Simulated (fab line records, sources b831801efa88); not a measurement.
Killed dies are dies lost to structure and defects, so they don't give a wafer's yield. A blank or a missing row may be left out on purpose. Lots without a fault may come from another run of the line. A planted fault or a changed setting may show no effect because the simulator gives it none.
Which tool did it? | flow sky130 | 7 lots, 21 wafers sampled, at 2 steps of a route of 708

WHAT THE GAUGES READ, wafer by wafer
SKY_FIELD_ISO_CD_MEAS_13: target cd 150 nm.
lot  | measured    | on        | cd_nm (nm)
L397 | day 2 11:01 | cd_sem-01 | 151.4 152.6 151.5
L399 | day 2 21:10 | cd_sem-02 | 151.5 150.7 151.0
L407 | day 4 14:06 | cd_sem-01 | 87.9 45.0 23.6 87.7 45.1 24.0
L410 | day 5 05:03 | cd_sem-02 | 148.7 150.2 148.9
L413 | day 5 21:45 | cd_sem-02 | 149.3 150.3 149.1
L415 | day 6 07:07 | cd_sem-01 | 149.2 149.7 149.6
L416 | day 6 12:16 | cd_sem-02 | 147.9 146.2 148.1

WHICH TOOL RAN EACH LOT (tool, then ch and the chambers of the sampled wafers, then the start)
lot  | SKY_FIELD_ISO_EXPOSE_10
L397 | krf_scanner-02 ch 0, day 2 03:37
L399 | krf_scanner-01 ch 0, day 2 13:29
L407 | krf_scanner-01 ch 0, day 4 05:41
L410 | krf_scanner-02 ch 0, day 4 19:48
L413 | krf_scanner-02 ch 0, day 5 12:48
L415 | krf_scanner-02 ch 0, day 5 21:56
L416 | krf_scanner-02 ch 0, day 6 03:23
- SKY_FIELD_ISO_EXPOSE_10: exposes mask FOM, target cd 150 nm.

THE ANSWER, worked out from the rows above alone
Rule: what is usual is taken from the lots themselves. Put in order of their means at a reading, lots are off if they are a third of the lots or fewer, leave a main group of 4 or more, and stand apart from it by a gap of 3 or more times the standard deviation of the main group's means; of several such gaps the widest counts. A main group whose means are all the same, to the digits that the tables above print for the reading, isn't used. A lot without any number at a reading at which 4 lots or more have one is off too. The other lots that the step has rows for count as sound.
Off: L407, at SKY_FIELD_ISO_CD_MEAS_13 (cd_nm). The main group: mean 149.8 nm, standard deviation 1.4.
A tool fits if, at a process step before that reading, it ran every lot that is off, and no sound lot after the first of them. The gauges at SKY_FIELD_ISO_CD_MEAS_13 are tried like those tools. One fits: krf_scanner-01 at SKY_FIELD_ISO_EXPOSE_10. Its last sound lot is L399 (day 2 13:29), its first lot that is off L407 (day 4 05:41): a fault that began between those two fits.

WHAT THE SIMULATOR HAD PUT IN
Process parameter drift: krf_scanner-01, from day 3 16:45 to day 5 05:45, at SKY_FIELD_ISO_EXPOSE_10. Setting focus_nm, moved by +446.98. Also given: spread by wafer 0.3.
Lots struck among those shown: L407. The rule above found the same.
